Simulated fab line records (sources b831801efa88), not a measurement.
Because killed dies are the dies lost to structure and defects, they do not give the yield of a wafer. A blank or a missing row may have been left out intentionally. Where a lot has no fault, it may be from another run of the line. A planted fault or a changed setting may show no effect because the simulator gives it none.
2 desks, one fault | flow gf180mcu | each desk holds nothing but its own numbers, with what lay behind them at the end

## FOR THE TOOL OWNER'S DESK: pecvd-04
The tool's own readings at GF_V4_CVD_02 (deposits SiO2 from TEOS, target thk 850 nm, time 94.851 s): means of the sampled wafers that have a number, for each lot that ran on this tool. Marked OUT: a lot whose mean sits more than 4 standard deviations from the usual mean, which makes it out of limits; the brackets give that distance.
Columns: A = heater-power-w at GF_V4_CVD_02, usual 589 W
lot  | first seen here | A
L380 | day 23 15:11    | 570
L381 | day 24 00:22    | 648
L382 | day 24 08:14    | 551
L386 | day 25 09:14    | 565
L387 | day 25 22:15    | 648
L401 | day 30 02:05    | 572
L402 | day 30 04:21    | 555
L403 | day 30 12:43    | 597
Result from this desk: across the 8 lots, nothing is out of limits.

## AT THE METROLOGY DESK
What the gauges read for every lot (on any tool): the sampled wafers with a number, averaged. Marked OUT: a lot whose mean sits more than 4 standard deviations from the usual mean, which makes it out of limits; the brackets give that distance.
Columns: A = V4_CVD_02_THK at GF_V4_THK_MEAS_03, usual 848 nm; B = V4_W_THK at GF_V4_THK_MEAS_25, usual 364 nm
lot  | first seen here | A              | B
L380 | day 23 15:16    | 859            | 362
L381 | day 24 00:26    | 844            | 355
L382 | day 24 08:18    | 849            | 367
L386 | day 25 09:18    | 939 (+9.1) OUT | 362
L387 | day 25 22:19    | 949 (+10) OUT  | 366
L393 | day 27 17:50    | 859            | 368
L394 | day 28 01:44    | 837            | 368
L395 | day 28 10:20    | 848            | 367
L401 | day 30 02:10    | 854            | 365
L402 | day 30 04:25    | 841            | 357
L403 | day 30 12:47    | 847            | 373
Per this desk, out of limits: L386, L387; the first was L386, day 25 09:18 (V4_CVD_02_THK at GF_V4_THK_MEAS_03). In limits: L380, L381, L382, L393, L394, L395, L401, L402, L403.

## PUT TOGETHER
L386, L387 would have let the metrology desk raise an alarm at day 25 09:18.
Nothing out of limits was seen by the tool owner's desk.
On record at the tool owner's desk: L386, L387, within its limits.
Every lot named ran GF_V4_CVD_02 on pecvd-04.

## WHAT THE SIMULATOR HAD PUT IN
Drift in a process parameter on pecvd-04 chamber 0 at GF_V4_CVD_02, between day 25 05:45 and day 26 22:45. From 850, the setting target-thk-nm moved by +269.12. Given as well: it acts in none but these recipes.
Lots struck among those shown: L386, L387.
Per desk, hours elapsed from the start of the fault to the first reading out of limits: for the metrology desk, 4.
